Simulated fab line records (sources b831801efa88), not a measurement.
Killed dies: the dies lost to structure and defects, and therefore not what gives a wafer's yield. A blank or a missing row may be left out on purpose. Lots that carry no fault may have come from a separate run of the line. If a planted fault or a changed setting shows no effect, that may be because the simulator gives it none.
The same fault as seen by 2 desks    flow sky130    only its own numbers are on each desk; what lay behind them is given at the end

AT THE TOOL OWNER'S DESK: rie_si-01
The tool's own readings at SKY_POLY_GATE_ETCH_17 (etches poly-Si in HBr/Cl2, stops on SiO2, target depth 180 nm, time 70.5 s): means of the sampled wafers that have a number, for each lot that ran on this tool. If a lot's mean is further than 4 standard deviations from the usual mean, the lot is out of limits and carries the mark OUT (the distance appears in the brackets).
Columns: A = drypump_motor_current_A at SKY_POLY_GATE_ETCH_17, usual 5.9 A; B = oes_product_au at SKY_POLY_GATE_ETCH_17, usual 0.991 a.u.; C = throttle_valve_pct at SKY_POLY_GATE_ETCH_17, usual 33.684 %
lot   first seen here  A    B      C
L221  day 18 19:14     6.2  0.989  33.686
L223  day 19 19:44     6.3  1.001  33.685
L224  day 19 22:38     6.0  1.002  33.687
L228  day 21 06:47     6.2  1.000  33.677
L237  day 24 12:14     6.1  0.989  33.678
This desk's finding: nothing out of limits on any of the 5 lots.

METROLOGY DESK
Lot by lot, what the gauges showed, no matter which tool ran the lot: averages of those sampled wafers that carry a number. If a lot's mean is further than 4 standard deviations from the usual mean, the lot is out of limits and carries the mark OUT (the distance appears in the brackets).
Columns: A = SONOS_ONO_OVL at SKY_SONOS_ONO_OVL_MEAS_14, usual -0.9 nm; B = GATE_OXIDE_OVL at SKY_GATE_OXIDE_OVL_MEAS_10, usual -0.2 nm
lot   first seen here  A     B
L215  day 12 22:01     0.1   -0.7
L218  day 14 00:29     -0.6  -0.5
L219  day 14 02:52     -1.1  -0.4
L220  day 14 12:46     -2.1  0.3
L221  day 14 18:01     -0.0  1.3
L223  day 15 17:58     0.2   -0.1
L224  day 15 19:52     -1.3  0.9
L228  day 17 03:11     -0.5  0.3
L235  day 19 15:58     -0.6  0.2
L237  day 20 08:11     -0.3  -1.9
L236  day 20 12:04     -1.2  -0.8
L238  day 21 04:22     -0.0  -0.7
This desk's finding: nothing out of limits on any of the 12 lots.

PUT TOGETHER
The desk of the tool owner found nothing out of limits.
At the metrology desk, nothing out of limits was observed.

WHAT WAS PUT IN BY THE SIMULATOR
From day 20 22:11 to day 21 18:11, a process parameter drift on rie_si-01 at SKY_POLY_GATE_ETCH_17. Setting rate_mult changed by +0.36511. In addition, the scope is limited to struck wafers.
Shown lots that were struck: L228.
